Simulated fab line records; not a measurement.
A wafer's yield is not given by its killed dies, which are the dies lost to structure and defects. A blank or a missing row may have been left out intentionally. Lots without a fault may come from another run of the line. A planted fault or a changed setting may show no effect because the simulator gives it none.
2 desks looking at one fault ; flow sky130 ; what lay behind the numbers comes last; until then each desk has only its own

== AT THE METROLOGY DESK ==
What the gauges read for every lot (on any tool): the sampled wafers with a number, averaged. Any lot whose mean is over 4 standard deviations away from the usual mean is out of limits and marked OUT; that distance is given in the brackets.
Columns: A = VIA1_OVL at SKY_VIA1_OVL_MEAS_13, usual 0 nm; B = VIA2_W_RS at SKY_VIA2_RS_MEAS_22, usual 0.272 ohm/sq; C = VIA2_W_THK at SKY_VIA2_THK_MEAS_23, usual 413 nm
lot;first seen here;A;B;C
L638;day 33 12:17;0;0.274;408
L642;day 35 06:17;4;0.277;405
L644;day 36 03:45;1;0.273;416
L645;day 36 10:55;7;0.268;422
L646;day 36 17:23;-1;0.270;420
L648;day 37 08:45;-6;0.342 (+16) OUT;346 (-9.4) OUT
L651;day 38 03:45;4;0.272;415
L652;day 38 06:04;-2;0.342 (+16) OUT;347 (-9.2) OUT
L658;day 40 17:38;-9;0.271;412
L660;day 41 01:01;1;0.271;414
L661;day 41 05:51;-1;0.266;426
This desk's result: L648, L652 out of limits, first on L648 (VIA2_W_RS at SKY_VIA2_RS_MEAS_22), day 39 16:11. L638, L642, L644, L645, L646, L651, L658, L660, L661: within limits.

== TOOL OWNER'S DESK, cvd-w-01 ==
The tool's own readings at SKY_VIA2_CVD_21 (deposits W, target thk 420 nm, time 126.4 s): means of the sampled wafers that have a number, for each lot that ran on this tool. Any lot whose mean is over 4 standard deviations away from the usual mean is out of limits and marked OUT; that distance is given in the brackets.
Columns: A = heater-power-w at SKY_VIA2_CVD_21, usual 890 W
lot;first seen here;A
L644;day 38 11:22;927
L645;day 38 17:26;929
L646;day 38 23:32;918
L648;day 39 16:02;924
L652;day 40 11:17;938
L661;day 43 08:17;924
This desk found nothing out of limits on any of the 6 lots.

== ALL TOGETHER ==
At day 39 16:11 the metrology desk could have sounded an alarm, on L648, L652.
The tool owner's desk saw nothing out of limits.
Tool owner's desk: L648, L652 on record, inside its limits.
The lots listed all ran SKY_VIA2_CVD_21 on cvd-w-01.

== WHAT HAD BEEN PUT IN BY THE SIMULATOR ==
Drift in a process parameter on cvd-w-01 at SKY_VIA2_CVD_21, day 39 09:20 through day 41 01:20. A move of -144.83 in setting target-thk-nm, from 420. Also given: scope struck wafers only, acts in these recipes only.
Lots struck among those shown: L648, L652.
Hours from the fault's start to each desk's first reading out of limits: the metrology desk, 7.
